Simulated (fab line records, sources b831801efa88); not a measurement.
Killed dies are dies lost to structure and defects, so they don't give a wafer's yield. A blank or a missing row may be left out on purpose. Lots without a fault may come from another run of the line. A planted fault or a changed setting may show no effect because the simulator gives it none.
Problem report in the 8D (eight disciplines) form, filled by code | flow sky130 | the parts of the form that need people (team, actions taken, sign-off) are left out

1. THE PROBLEM
developer_temp_C at SKY_SONOS_TUNNEL_DEVELOP_06 reads a mean of 20.68 C on 6 wafers of 2 lots; wafers without a fault read 23.01 C with a standard deviation of 0.1. That is -23 standard deviations from the usual mean.
The step: develop time 60 s.
First seen on wafer L754.1, day 12 13:50, on litho_track-02. The record holds 39 wafers of 13 lots with a number at this step. Rule for "out", or "out of limits": more than 4 standard deviations from the usual mean. The other wafers with a number count as sound.

2. WHAT IT IS AND WHAT IT IS NOT
question                    | is                     | is not
which readings at this step | developer_temp_C       | chill_plate_temp_C
which lots                  | L754, L756             | L749, L750, L752, L753, L755, L757, L762, L765, L766, L769, L771
which wafers of those lots  | all that have a number | -
read on which tools         | litho_track-02         | litho_track-01, litho_track-03
when                        | from day 12 13:50      | up to then (12 sound wafers); but 21 sound wafers of L755, L757, L762, L765, L766, L769, L771 came after

3. SUSPECTS, AND WHAT RULES EACH OUT
Counting: a tool at a process step up to the reading stays a suspect if it ran every lot that is out and no sound lot after the first of them.
- litho_track-02 at SKY_SONOS_TUNNEL_DEVELOP_06 (develop time 60 s): ruled out as a lasting fault. Sound lots L766 ran on it after its first lot that is out, L754 (day 12 13:50).
Left after counting: nothing in the record.

4. THE CAUSE (what the simulator had put in)
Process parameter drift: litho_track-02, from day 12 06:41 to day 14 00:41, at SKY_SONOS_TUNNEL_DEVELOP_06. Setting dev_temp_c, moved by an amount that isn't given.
Counting ruled it out, wrongly.

5. THE CHAIN OF EFFECTS, in route order
Each row: a reading whose mean over the struck wafers that have a number lies more than 3 standard deviations from the usual. Only readings for which the record gives a usual standard deviation are gone through. hours: the time from each lot's start at the first step in this table that gives one to its start at this step, as a median over the lots. sigmas: the change in usual standard deviations.
hours | step                        | reading          | usual   | on struck wafers | change | sigmas
0     | SKY_SONOS_TUNNEL_DEVELOP_06 | developer_temp_C | 23.01 C | 20.68            | -2.33  | -23
The process steps in it:
- SKY_SONOS_TUNNEL_DEVELOP_06: develop time 60 s.
Later measuring or inspecting steps at which every struck wafer that the step has a row for has a number for every such reading, and none has moved that far: SKY_SONOS_TUNNEL_CD_MEAS_07, SKY_SONOS_TUNNEL_OVL_MEAS_08, SKY_SONOS_ONO_THK_MEAS_01.

6. WHAT WOULD HAVE CAUGHT IT SOONER
In this record the first reading out of limits was taken at day 12 13:50, 7 hours after the fault began at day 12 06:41.
